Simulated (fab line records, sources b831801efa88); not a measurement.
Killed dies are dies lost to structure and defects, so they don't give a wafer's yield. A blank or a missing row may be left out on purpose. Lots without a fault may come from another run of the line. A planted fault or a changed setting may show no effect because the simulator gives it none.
Which tool did it? | flow gf180mcu | 10 lots, 30 wafers sampled, at 6 steps of a route of 602

WHAT THE GAUGES READ, wafer by wafer
GF_SALICIDE_RS_MEAS_04: measures by four-point-probe.
lot  | measured     | on            | SALICIDE_TIN_RS (ohm/sq)
L776 | day 15 09:00 | film_metro-01 | 15.71 15.95 16.26
L777 | day 15 14:32 | film_metro-02 | 16.39 16.33 16.42
L781 | day 17 09:56 | film_metro-01 | 16.11 16.45 15.91
L782 | day 17 14:37 | film_metro-01 | 15.98 15.67 16.44
L791 | day 20 20:01 | film_metro-02 | 16.17 15.82 15.83
L793 | day 22 00:07 | film_metro-01 | 16.40 15.96 15.87
L795 | day 22 15:40 | film_metro-04 | 16.68 16.30 16.52
L796 | day 22 20:52 | film_metro-02 | 16.31 16.34 16.11
L797 | day 23 08:38 | film_metro-01 | 16.35 16.27 16.53
L798 | day 23 12:08 | film_metro-01 | 16.14 16.29 15.86

GF_CONTACT_BOW_MEAS_05.
lot  | measured     | on            | CONTACT_BOW (um)
L776 | day 15 10:01 | film_metro-04 | 65 65 79
L777 | day 15 15:32 | film_metro-04 | 65 56 52
L781 | day 17 10:56 | film_metro-01 | 70 65 57
L782 | day 17 15:48 | film_metro-03 | 55 61 57
L791 | day 20 21:02 | film_metro-03 | 78 64 65
L793 | day 22 01:07 | film_metro-04 | 77 57 76
L795 | day 22 16:40 | film_metro-01 | 67 71 80
L796 | day 22 21:52 | film_metro-03 | 57 63 73
L797 | day 23 09:38 | film_metro-04 | 65 71 61
L798 | day 23 13:08 | film_metro-01 | 57 58 74

GF_M1_RS_MEAS_05: measures by four-point-probe.
lot  | measured     | on            | M1_ALCU_RS (ohm/sq)
L776 | day 16 10:07 | film_metro-03 | 0.0690 0.0697 0.0690
L777 | day 16 15:20 | film_metro-01 | 0.0709 0.0698 0.0709
L781 | day 18 11:47 | film_metro-03 | 0.0699 0.0690 0.0709
L782 | day 18 17:05 | film_metro-01 | 0.0691 0.0708 0.0701
L791 | day 21 22:21 | film_metro-02 | 0.0691 0.0859 0.0851 0.0691 0.0858 0.0849
L793 | day 23 01:44 | film_metro-02 | 0.0699 0.0694 0.0690
L795 | day 23 17:17 | film_metro-02 | 0.0692 0.0702 0.0694
L796 | day 23 22:26 | film_metro-02 | 0.0694 0.0701 0.0703
L797 | day 24 09:29 | film_metro-02 | 0.0692 0.0705 0.0699
L798 | day 24 13:15 | film_metro-01 | 0.0703 0.0691 0.0695

GF_M1_THK_MEAS_06: measures by xrf.
lot  | measured     | on            | M1_ALCU_THK (nm)
L776 | day 16 10:14 | film_metro-03 | 462 460 465
L777 | day 16 15:28 | film_metro-01 | 454 460 450
L781 | day 18 11:54 | film_metro-03 | 459 465 454
L782 | day 18 17:13 | film_metro-01 | 466 455 460
L791 | day 22 04:26 | film_metro-02 | 460 386 390 459 385 389
L793 | day 23 01:52 | film_metro-02 | 457 461 464
L795 | day 23 17:24 | film_metro-02 | 459 458 458
L796 | day 23 22:34 | film_metro-02 | 462 459 455
L797 | day 24 09:36 | film_metro-02 | 462 455 458
L798 | day 24 13:22 | film_metro-01 | 459 468 465

WHICH TOOL RAN EACH LOT (tool, then ch and the chambers of the sampled wafers, then the start)
lot  | GF_M1_SPUTTER_02             | GF_M1_SPUTTER_04
L776 | pvd_sputter-03, day 16 10:00 | pvd_sputter-03, day 16 10:03
L777 | pvd_sputter-03, day 16 15:15 | pvd_sputter-03, day 16 15:18
L781 | pvd_sputter-03, day 18 11:41 | pvd_sputter-03, day 18 11:44
L782 | pvd_sputter-03, day 18 17:00 | pvd_sputter-03, day 18 17:03
L791 | pvd_sputter-03, day 21 22:16 | pvd_sputter-03, day 21 22:19
L793 | pvd_sputter-01, day 23 01:39 | pvd_sputter-01, day 23 01:42
L795 | pvd_sputter-02, day 23 17:11 | pvd_sputter-02, day 23 17:14
L796 | pvd_sputter-02, day 23 22:21 | pvd_sputter-02, day 23 22:24
L797 | pvd_sputter-02, day 24 09:23 | pvd_sputter-02, day 24 09:26
L798 | pvd_sputter-01, day 24 13:08 | pvd_sputter-01, day 24 13:11
- GF_M1_SPUTTER_02: material AlCu, target thk 450 nm, time 23.9 s.
- GF_M1_SPUTTER_04: material TiN, target thk 50 nm, time 41.7 s.

WHAT THE TOOLS THEMSELVES READ (means of the sampled wafers that have a number; where no wafer has one, the mark that the record gives instead)
GF_M1_SPUTTER_02.
lot  | tool           | throttle_valve_pct (%)
L776 | pvd_sputter-03 | 30.1
L777 | pvd_sputter-03 | 29.2
L781 | pvd_sputter-03 | 29.2
L782 | pvd_sputter-03 | 30.0
L791 | pvd_sputter-03 | 29.5
L793 | pvd_sputter-01 | 30.0
L795 | pvd_sputter-02 | 30.4
L796 | pvd_sputter-02 | 30.5
L797 | pvd_sputter-02 | 30.3
L798 | pvd_sputter-01 | 29.8

GF_M1_SPUTTER_04.
lot  | tool           | throttle_valve_pct (%)
L776 | pvd_sputter-03 | 30.0
L777 | pvd_sputter-03 | 29.2
L781 | pvd_sputter-03 | 29.1
L782 | pvd_sputter-03 | 29.9
L791 | pvd_sputter-03 | 29.4
L793 | pvd_sputter-01 | 29.9
L795 | pvd_sputter-02 | 30.5
L796 | pvd_sputter-02 | 30.4
L797 | pvd_sputter-02 | 30.3
L798 | pvd_sputter-01 | 29.8

THE ANSWER, worked out from the rows above alone
Rule: what is usual is taken from the lots themselves. Put in order of their means at a reading, lots are off if they are a third of the lots or fewer, leave a main group of 4 or more, and stand apart from it by a gap of 3 or more times the standard deviation of the main group's means; of several such gaps the widest counts. A main group whose means are all the same, to the digits that the tables above print for the reading, isn't used. A lot without any number at a reading at which 4 lots or more have one is off too. The other lots that the step has rows for count as sound. The gauges are gone through in route order, then the tools' own readings, and for those a lot's mean is taken as printed above. The first step at which some lot is off is used, and at that step the reading that is off furthest; a lot without a number counts as furthest.
Off: L791, at GF_M1_RS_MEAS_05 (M1_ALCU_RS). The main group: mean 0.0698 ohm/sq, standard deviation 0.00036.
A tool fits if, at a process step before that reading, it ran every lot that is off, and no sound lot after the first of them. The gauges at GF_M1_RS_MEAS_05 are tried like those tools. One fits: pvd_sputter-03 at GF_M1_SPUTTER_02 and GF_M1_SPUTTER_04. At GF_M1_SPUTTER_02 its last sound lot is L782 (day 18 17:00), its first lot that is off L791 (day 21 22:16): a fault that began between those two fits.

WHAT THE SIMULATOR HAD PUT IN
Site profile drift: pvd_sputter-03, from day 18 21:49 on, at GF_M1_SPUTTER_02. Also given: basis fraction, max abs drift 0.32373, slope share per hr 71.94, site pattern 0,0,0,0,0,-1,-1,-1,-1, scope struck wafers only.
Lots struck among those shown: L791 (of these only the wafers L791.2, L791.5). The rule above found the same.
